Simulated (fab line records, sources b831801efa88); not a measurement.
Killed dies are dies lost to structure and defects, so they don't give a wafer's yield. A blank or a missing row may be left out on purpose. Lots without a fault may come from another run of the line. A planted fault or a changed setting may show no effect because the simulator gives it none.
fab line records | flow sky130
record lots=5 wafers=14 last_day=49
route steps=708 shown VT_ADJUST_PCH@146 SONOS_TUNNEL@154 PAD_OPEN@708
lots that met no fault: from a run of the same line without faults
start_h: hours from the record's first day to the start of the lot's first wafer shown | wait_h: hours since the lot's step before | " the same as in the row above | L1.1+2: a row that stands for several wafers | - no value, or no start given | * or withheld: withheld | < > ~ a bound
route shown NAME@n: a module of which the file shows steps, and the number in the route of the first | usual: mean/standard deviation of fault-free wafers | same: alike in all rows | chamber/n: place in a boat | sites: the reading at each site | _std_site: their standard deviation | _edge_site: outer sites' mean less inner sites' | radius_mm: how far each site lies from the wafer's centre | mask NAME#n: copy n | behind: the tool/chamber that last shaped the wafer | hold: why the lot was held/for how many hours/how that ended | device: the transistor (n, p or np) that didn't switch | end of line: the same wafers' tests at the end of the route | a step without rows: its recipe alone | killed: dies lost to structure and defects at the first sort, not the wafer's yield | map: a wafer's dies, x killed, . not, _ none there
set.NAME: the setting as run; set.NAME@STEP: as run at that earlier step | model.NAME: the simulator's own value behind a step, which no gauge read
lots at some steps of the route; a table a step, a row a wafer
services: from which hour (start_h, from the record's first day; less than 0 if before it) a tool's chamber was out of use, for how many hours, and why
## steps
# step SKY_VT_ADJUST_PCH_SOFTBAKE_03
# recipe temp_c=109.3 time_s=withheld
# step SKY_VT_ADJUST_PCH_EXPOSE_04
# recipe mask_id=NWM na=0.6 source_shape=conventional sigma_outer=0.6 polarization=unpolarized target_cd_nm=840 dose_mj=255
# step SKY_VT_ADJUST_PCH_PEB_05
# recipe temp_c=115 time_s=withheld
# step SKY_VT_ADJUST_PCH_DEVELOP_06
# recipe wall_angle_deg=90 developer=TMAH develop_time_s=60 dev_temp_c=23
# step SKY_VT_ADJUST_PCH_OVL_MEAS_07
# usual VT_ADJUST_PCH_OVL=0.2/1.2
# columns lot.wafer tool chamber start_h wait_h VT_ADJUST_PCH_OVL[nm]
L577.2 overlay-01 - 253.72 - 1.0
L577.3 " - " " 0.0
L577.5 " - " " 1.6
L585.2 overlay-02 - 311.54 - -0.3
L585.4 " - " " 0.4
L585.5 " - " " -1.4
L586.3 overlay-01 - 323.14 - -0.9
L586.4 " - " " -1.9
L586.6 " - " " -2.1
L589.3 overlay-01 - 345.57 - -0.8
L589.4 " - " " -2.0
L589.6 " - " " -0.9
L591.3 overlay-02 - 358.27 - 0.9
L591.5 " - " " 0.6
# step SKY_VT_ADJUST_PCH_IMPLANT_08
# recipe species=B energy_kev=10 dose_cm2=5e+11 tilt_deg=withheld
# step SKY_VT_ADJUST_PCH_STRIP_09
# recipe chemistry=O2/N2 power_w=1400 pressure_mtorr=1500 platen_temp_c=withheld o2_flow_sccm=3000 n2_flow_sccm=300 overash_fraction=0.5
# usual drypump_motor_current_A=5.9/0.49 oes_product_au=0.723/0.0045 strip_time_to_endpoint_s=36.94/0.097
# columns lot.wafer tool chamber start_h wait_h drypump_motor_current_A oes_product_au rf_hours_counter_h strip_time_to_endpoint_s
L577.2 plasma_asher-03 0 253.90 0.1 5.8 0.716 55 36.97
L577.3 " 1 " " 5.5 0.722 - 37.05
L577.5 " 1 " " 5.5 0.717 - 37.00
L585.2 plasma_asher-03 0 311.72 0.1 5.8 0.724 61 36.78
L585.4 " 1 " " 5.5 0.724 - 36.76
L585.5 " 1 " " 5.6 0.723 - 36.92
L586.3 plasma_asher-01 1 323.35 0.1 6.4 0.728 - 36.82
L586.4 " 0 " " 5.4 0.721 - 36.85
L586.6 " 1 " " 6.4 0.728 - 36.91
L589.3 plasma_asher-01 0 345.78 0.1 5.3 0.719 - 37.09
L589.4 " 1 " " 6.4 0.716 - 37.04
L589.6 " 1 " " 6.4 0.721 - 37.11
L591.3 plasma_asher-01 1 358.48 0.1 6.4 0.722 - 36.88
L591.5 " 1 " " 6.4 0.719 - 37.08
# step SKY_VT_ADJUST_PCH_TW_MEAS_10
# usual VT_ADJUST_PCH_TW=141.9/1
# columns lot.wafer tool chamber start_h wait_h VT_ADJUST_PCH_TW
L577.2 film_metro-01 - 254.01 0.1 140.4
L577.3 " - " " 140.8
L577.5 " - " " 139.8
L585.2 film_metro-02 - 311.83 0.1 142.1
L585.4 " - " " 142.3
L585.5 " - " " 142.7
L586.3 film_metro-03 - 323.44 0.1 144.0
L586.4 " - " " 144.4
L586.6 " - " " 143.4
L589.3 film_metro-01 - 345.87 0.1 140.4
L589.4 " - " " 140.7
L589.6 " - " " 140.9
L591.3 film_metro-03 - 358.57 0.1 142.0
L591.5 " - " " 141.6
# step SKY_SONOS_TUNNEL_DEHYDRATE_00
# recipe temp_c=200 time_s=60
# step SKY_SONOS_TUNNEL_HMDS_01
# recipe prime_time_s=60 prime_temp_c=120
# step SKY_SONOS_TUNNEL_COAT_02
# recipe resist=NOVOLAK spin_rpm=3000 resist_thk_nm=1140
# step SKY_SONOS_TUNNEL_SOFTBAKE_03
# recipe temp_c=90 time_s=60 resist=NOVOLAK
# step SKY_SONOS_TUNNEL_EXPOSE_04
# recipe mask_id=TUNM na=0.6 source_shape=conventional sigma_outer=0.6 polarization=unpolarized target_cd_nm=410 dose_mj=136
# usual exposure_dose_mJ_cm2=135.94/0.13
# same sigma_outer=0.6
# columns lot.wafer tool chamber start_h wait_h mask exposure_dose_mJ_cm2
L577.2 iline_stepper-02 0 266.64 - TUNM#0 135.93
L577.3 " 0 " " TUNM#0 135.95
L577.5 " 0 " " TUNM#0 135.91
L585.2 iline_stepper-02 0 324.77 - TUNM#0 136.09
L585.4 " 0 " " TUNM#0 135.94
L585.5 " 0 " " TUNM#0 135.81
L586.3 iline_stepper-01 0 336.93 - TUNM#0 136.01
L586.4 " 0 " " TUNM#0 136.14
L586.6 " 0 " " TUNM#0 136.13
L589.3 iline_stepper-01 0 359.73 - TUNM#0 135.87
L589.4 " 0 " " TUNM#0 136.14
L589.6 " 0 " " TUNM#0 135.98
L591.3 iline_stepper-02 0 372.95 - TUNM#0 135.23
L591.5 " 0 " " TUNM#0 135.29
# step SKY_SONOS_TUNNEL_PEB_05
# recipe temp_c=withheld time_s=* resist=NOVOLAK
# step SKY_SONOS_TUNNEL_DEVELOP_06
# recipe resist=NOVOLAK developer=TMAH develop_time_s=60 dev_temp_c=23
# step SKY_SONOS_TUNNEL_CD_MEAS_07
# recipe target_cd_nm=410
# usual cd_nm=410.9/2.2
# columns lot.wafer tool chamber start_h wait_h cd_nm
L577.2 cd_sem-01 - 278.99 0.1 410.5
L577.3 " - " " 411.0
L577.5 " - " " 412.8
L585.2 cd_sem-01 - 337.74 0.1 408.0
L585.4 " - " " 410.5
L585.5 " - " " 409.7
L586.3 cd_sem-01 - 350.12 0.1 409.1
L586.4 " - " " 410.4
L586.6 " - " " 408.1
L589.3 cd_sem-01 - 373.25 0.1 407.4
L589.4 " - " " 411.2
L589.6 " - " " 408.9
L591.3 cd_sem-01 - 386.35 0.1 417.3
L591.5 " - " " 418.2
# step SKY_SONOS_TUNNEL_OVL_MEAS_08
# usual SONOS_TUNNEL_OVL=0.5/1.2
# columns lot.wafer tool chamber start_h wait_h SONOS_TUNNEL_OVL[nm]
L577.2 overlay-02 - 279.10 0.1 -1.7
L577.3 " - " " -0.3
L577.5 " - " " 0.3
L585.2 overlay-02 - 337.84 0.1 1.7
L585.4 " - " " 0.7
L585.5 " - " " 2.1
L586.3 overlay-02 - 350.21 0.1 0.4
L586.4 " - " " 2.6
L586.6 " - " " 1.4
L589.3 overlay-01 - 373.34 0.1 0.1
L589.4 " - " " -0.7
L589.6 " - " " 0.9
L591.3 overlay-02 - 386.44 0.1 -1.4
L591.5 " - " " -1.2
# step SKY_PAD_OPEN_PROBE_99
# usual killed_at_M0_to_M3=43/6.8 killed_at_M4_up=3.3/1.8 killed_at_contacts=25/5.9 killed_at_front_end=16/4.2 killed_at_other=0.3/0.69 killed_dies=87/8.6 killed_open=48/6.3 killed_short=39/5.3
# same gross_dies=492 killed_at_back_side=0
# columns lot.wafer tool chamber start_h wait_h killed_at_M0_to_M3 killed_at_M4_up killed_at_contacts killed_at_front_end killed_at_other killed_dies killed_open killed_short
L577.2 prober-02 - 1096.64 0.1 32 3 31 16 0 82 46 36
L577.3 prober-02 - 1096.69 0.2 47 4 20 16 0 87 52 35
L577.5 prober-02 - 1096.79 0.2 41 3 18 18 1 81 42 39
L585.2 prober-01 - 1148.55 0.1 17 1 23 21 0 62 36 21
L585.4 prober-01 - 1148.65 0.2 39 2 30 20 0 91 52 39
L585.5 prober-01 - 1148.70 0.2 45 4 30 15 0 94 48 46
L586.3 prober-02 - 1154.85 0.2 49 4 31 16 0 100 59 41
L586.4 prober-02 - 1154.90 0.2 47 3 31 17 1 99 53 46
L586.6 prober-02 - 1155.00 0.2 56 4 32 13 0 105 62 43
L589.3 prober-02 - 1172.14 0.2 44 6 23 21 0 94 52 41
L589.4 prober-02 - 1172.19 0.2 53 2 23 14 1 93 49 40
L589.6 prober-02 - 1172.29 0.2 36 3 38 18 0 95 51 44
L591.5 prober-01 - 1185.35 0.2 52 3 29 15 1 100 53 47
# killed by level:class
L577.2 CONTACT:geometric_particle:short=12 CONTACT:geometric_particle:open=12 VIA1:geometric_particle:open=9 VIA2:geometric_particle:open=7 FIELD_ISO:geometric_particle:short=6 FIELD_ISO:geometric_particle:open=5 LI_CONTACT:geometric_particle:open=4 VIA3:geometric_particle:open=4
L577.3 VIA1:geometric_particle:open=13 VIA2:geometric_particle:open=13 CONTACT:geometric_particle:short=6 VIA1:geometric_particle:short=6 FIELD_ISO:geometric_particle:open=5 CONTACT:geometric_particle:open=5 POLY_GATE:geometric_particle:open=4 LI_CONTACT:geometric_particle:open=4
L577.5 VIA1:geometric_particle:open=10 VIA3:geometric_particle:open=7 POLY_GATE:geometric_particle:short=6 CONTACT:geometric_particle:open=6 FIELD_ISO:geometric_particle:short=5 LI_CONTACT:geometric_particle:open=5 VIA2:geometric_particle:open=5 VIA1:geometric_particle:short=4
L585.2 CONTACT:geometric_particle:open=9 FIELD_ISO:geometric_particle:open=5 LI_CONTACT:geometric_particle:open=5 POLY_GATE:geometric_particle:short=4 LOCAL_INTERCONNECT:geometric_particle:short=4 VIA1:geometric_particle:open=4 VIA2:geometric_particle:open=4 VIA3:geometric_particle:open=4
L585.4 LI_CONTACT:geometric_particle:open=12 METAL1:geometric_particle:short=9 FIELD_ISO:geometric_particle:open=8 CONTACT:geometric_particle:open=7 VIA1:geometric_particle:open=7 CONTACT:geometric_particle:short=5 VIA3:geometric_particle:open=5 VIA3:geometric_particle:short=4
L585.5 VIA1:geometric_particle:open=12 VIA3:geometric_particle:open=10 CONTACT:geometric_particle:open=9 LI_CONTACT:geometric_particle:open=6 LOCAL_INTERCONNECT:geometric_particle:short=6 METAL2:geometric_particle:short=6 FIELD_ISO:geometric_particle:open=4 FIELD_ISO:geometric_particle:short=4
L586.3 VIA2:geometric_particle:open=13 LI_CONTACT:geometric_particle:open=13 VIA1:geometric_particle:open=11 CONTACT:geometric_particle:short=7 CONTACT:geometric_particle:open=6 VIA1:geometric_particle:short=6 METAL2:geometric_particle:short=5 FIELD_ISO:geometric_particle:short=4
L586.4 CONTACT:geometric_particle:open=14 METAL2:geometric_particle:short=10 VIA1:geometric_particle:open=8 FIELD_ISO:geometric_particle:open=7 VIA2:geometric_particle:open=6 LI_CONTACT:geometric_particle:open=5 METAL1:geometric_particle:short=5 METAL3:geometric_particle:short=5
L586.6 VIA1:geometric_particle:open=12 CONTACT:geometric_particle:open=11 LI_CONTACT:geometric_particle:open=10 VIA1:geometric_particle:short=9 LI_CONTACT:geometric_particle:short=8 METAL1:geometric_particle:short=6 VIA2:geometric_particle:open=6 VIA2:geometric_particle:short=6
L589.3 VIA2:geometric_particle:open=12 CONTACT:geometric_particle:open=10 POLY_GATE:geometric_particle:short=9 LI_CONTACT:geometric_particle:open=8 VIA1:geometric_particle:open=7 METAL4:geometric_particle:short=6 METAL2:geometric_particle:short=6 VIA2:geometric_particle:short=4
L589.4 VIA1:geometric_particle:open=17 VIA3:geometric_particle:open=7 CONTACT:geometric_particle:open=6 METAL1:geometric_particle:short=6 VIA1:geometric_particle:short=6 METAL2:geometric_particle:short=6 LI_CONTACT:geometric_particle:open=5 CONTACT:geometric_particle:short=5
L589.6 CONTACT:geometric_particle:open=14 LI_CONTACT:geometric_particle:open=9 POLY_GATE:geometric_particle:short=8 VIA1:geometric_particle:open=8 LOCAL_INTERCONNECT:geometric_particle:short=7 VIA1:geometric_particle:short=7 POLY_GATE:geometric_particle:open=5 VIA3:geometric_particle:open=5
L591.5 METAL1:geometric_particle:short=12 VIA1:geometric_particle:open=11 CONTACT:geometric_particle:open=10 LI_CONTACT:geometric_particle:open=8 VIA3:geometric_particle:open=8 VIA3:geometric_particle:short=7 FIELD_ISO:geometric_particle:open=6 CONTACT:geometric_particle:short=5
## services
# columns tool chamber start_h hours kind
plasma_asher-01 - 253.36 1.3 repair
iline_stepper-01 - 254.39 8.0 repair
iline_stepper-01 0 292.90 - calibration
iline_stepper-02 - 308.74 5.4 repair
plasma_asher-03 - 350.02 0.5 repair
iline_stepper-01 - 353.22 1.8 repair
plasma_asher-03 - 372.12 28.1 pm
## key
first_sign step=SKY_SONOS_TUNNEL_EXPOSE_04 reading=exposure_dose_mJ_cm2 direction=down sigmas=5.2 usual=* struck=*
effect step=SKY_SONOS_TUNNEL_CD_MEAS_07 reading=cd_nm direction=up sigmas=3.1 usual=410.9 struck=417.7 through=control_loop
met_at SKY_SONOS_TUNNEL_EXPOSE_04
struck_wafers L591.3,L591.5
tester_left_out L591
loop_trim step=SKY_SONOS_TUNNEL_EXPOSE_04 setting=dose lots=L591
onset_between 324.77 372.95
fault kind=process_parameter_drift tool=iline_stepper-02 chamber=- onset_h=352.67 steps=SKY_SONOS_TUNNEL_EXPOSE_04 channel=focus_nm offset=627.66 spread_by_wafer=0.3 shape=step end_h=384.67
# tester_left_out: of these lots the tester's yield and bins aren't shown, on N5 and GAA mostly nor the transistor test; their killed dies are dies lost to structure and defects alone, not to doping, threshold or leakage, so they don't give the yield
# loop_trim: a control loop set the setting to another value than it would have without faults
